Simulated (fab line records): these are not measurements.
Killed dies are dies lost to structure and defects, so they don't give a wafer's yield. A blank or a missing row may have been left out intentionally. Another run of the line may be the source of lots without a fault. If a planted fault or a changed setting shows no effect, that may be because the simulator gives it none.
Problem report in the 8D (eight disciplines) form, filled by code / flow gf180mcu / the parts of the form that need people (team, actions taken, sign-off) are left out

## 1. WHAT WENT WRONG
developer-temp-C at GF_MVSD_DEVELOP_06 reads a mean of 20.63 C on 9 wafers of 3 lots; wafers without a fault read 22.96 C with a standard deviation of 0.11. That puts it -21 standard deviations away from the usual mean.
The step: develop time 60 s.
The first sign was on wafer L560.2 at day 7 03:00, on litho-track-01. The record has a number at this step for 39 wafers belonging to 13 lots. The rule behind "out" and "out of limits": a value lying over 4 standard deviations away from the usual mean. The rest of the wafers with a number are treated as sound.

## 2. WHAT IT IS, AND WHAT IT ISN'T
question=which readings at this step | is=developer-temp-C | is not=-
question=which lots | is=L560, L561, L564 | is not=L550, L551, L552, L555, L556, L558, L565, L566, L568, L571
question=which wafers of those lots | is=all that have a number | is not=-
question=read on which tools | is=litho-track-01 | is not=litho-track-02, litho-track-04
question=when | is=from day 7 03:00 | is not=up to then (18 sound wafers); but 12 sound wafers of L565, L566, L568, L571 came after

## 3. SUSPECTS, AND WHAT RULES EACH OUT
Counting: a tool stays on the suspect list if, at a process step up to the reading, it processed all lots that are out and no sound lot following the first of them.
- litho-track-01 at GF_MVSD_DEVELOP_06 (develop time 60 s): kept. Every lot that is out went through it, starting with L560 (day 7 03:00), and after that it ran no sound lot; the last sound lot it ran before then is L556 (day 6 05:00). Its own developer-temp-C readings are out on those wafers.
Remaining after the count: litho-track-01 at GF_MVSD_DEVELOP_06.

## 4. THE CAUSE (what the simulator had put in)
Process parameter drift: litho-track-01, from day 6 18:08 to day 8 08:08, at GF_MVSD_DEVELOP_06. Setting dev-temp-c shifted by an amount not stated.
Only this tool survived the counting.

## 5. THE EFFECT CHAIN, in route order
One row per reading whose mean, taken over the struck wafers that have a number, lies over 3 standard deviations from the usual. Only readings for which the record gives a usual standard deviation are gone through. hours: the time from each lot's start at the first step in this table that gives one to its start at this step, as a median over the lots. sigmas: the change in usual standard deviations.
hours=0; step=GF_MVSD_DEVELOP_06; reading=developer-temp-C; usual=22.96 C; on struck wafers=20.63; change=-2.33; sigmas=-21
Here are the process steps it includes:
- GF_MVSD_DEVELOP_06: develop time 60 s.

## 6. WHAT WOULD HAVE CAUGHT IT SOONER
First out-of-limits reading in this record: day 7 03:00, which is 9 hours after fault onset at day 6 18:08.
